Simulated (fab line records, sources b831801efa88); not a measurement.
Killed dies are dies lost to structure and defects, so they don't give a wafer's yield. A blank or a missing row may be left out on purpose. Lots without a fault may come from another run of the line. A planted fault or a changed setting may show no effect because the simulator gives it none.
Problem report in the 8D (eight disciplines) form, filled by code | flow sky130 | the parts of the form that need people (team, actions taken, sign-off) are left out

1. THE PROBLEM
POLY_GATE_CVD_00_THK at SKY_POLY_GATE_THK_MEAS_01 reads a mean of 237.9 nm on 6 wafers of 2 lots; wafers without a fault read 180.4 nm with a standard deviation of 1.4. That is +41 standard deviations from the usual mean.
First seen on wafer L247.1, day 19 11:40, on film_metro-03. The record holds 42 wafers of 14 lots with a number at this step. Rule for "out", or "out of limits": more than 4 standard deviations from the usual mean. The other wafers with a number count as sound.

2. WHAT IT IS AND WHAT IT IS NOT
question                    | is                     | is not
which readings at this step | POLY_GATE_CVD_00_THK   | -
which lots                  | L247, L248             | L231, L232, L233, L234, L235, L236, L237, L238, L239, L240, L241, L243
which wafers of those lots  | all that have a number | -
read on which gauges        | film_metro-03          | film_metro-01, film_metro-04
when                        | from day 19 11:40      | up to then (36 sound wafers)

3. SUSPECTS, AND WHAT RULES EACH OUT
Counting: a tool at a process step up to the reading stays a suspect if it ran every lot that is out and no sound lot after the first of them.
- the gauge at SKY_POLY_GATE_THK_MEAS_01: kept. All the wafers that are out were read on film_metro-03, and no step on other tools shows them out.
- lpcvd-01 at SKY_POLY_GATE_CVD_00 (deposits poly-Si, target thk 180 nm, time 720 s): kept. It ran every lot that is out, first L247 (day 19 10:28), and no sound lot after that; its last sound lot up to then is L243 (day 18 05:55).
Left after counting: lpcvd-01 at SKY_POLY_GATE_CVD_00, film_metro-03 at SKY_POLY_GATE_THK_MEAS_01.

4. THE CAUSE (what the simulator had put in)
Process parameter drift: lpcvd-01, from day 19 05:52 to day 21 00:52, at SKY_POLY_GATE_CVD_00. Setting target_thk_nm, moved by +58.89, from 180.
Counting left 2 suspects, and this tool is among them.

5. THE CHAIN OF EFFECTS, in route order
Each row: a reading whose mean over the struck wafers that have a number lies more than 3 standard deviations from the usual. Only readings for which the record gives a usual standard deviation are gone through. hours: the time from each lot's start at the first step in this table that gives one to its start at this step, as a median over the lots. sigmas: the change in usual standard deviations.
hours | step                      | reading              | usual    | on struck wafers | change | sigmas
0     | SKY_POLY_GATE_THK_MEAS_01 | POLY_GATE_CVD_00_THK | 180.4 nm | 237.9            | +57.5  | +41
Later measuring or inspecting steps at which every struck wafer that the step has a row for has a number for every such reading, and none has moved that far: SKY_POLY_GATE_CD_MEAS_13.

6. WHAT WOULD HAVE CAUGHT IT SOONER
In this record the first reading out of limits at a measuring or inspecting step was taken at day 19 11:40, 6 hours after the fault began at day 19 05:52.
Of the tool readings at SKY_POLY_GATE_CVD_00 for which the record gives a usual standard deviation, none was out on any struck wafer, so an alarm limit of 4 standard deviations on them would not have fired.
Of the lots that are out (2), L248 began SKY_POLY_GATE_CVD_00 on lpcvd-01 after day 19 11:40. A hold on the tool at that time would have spared it.
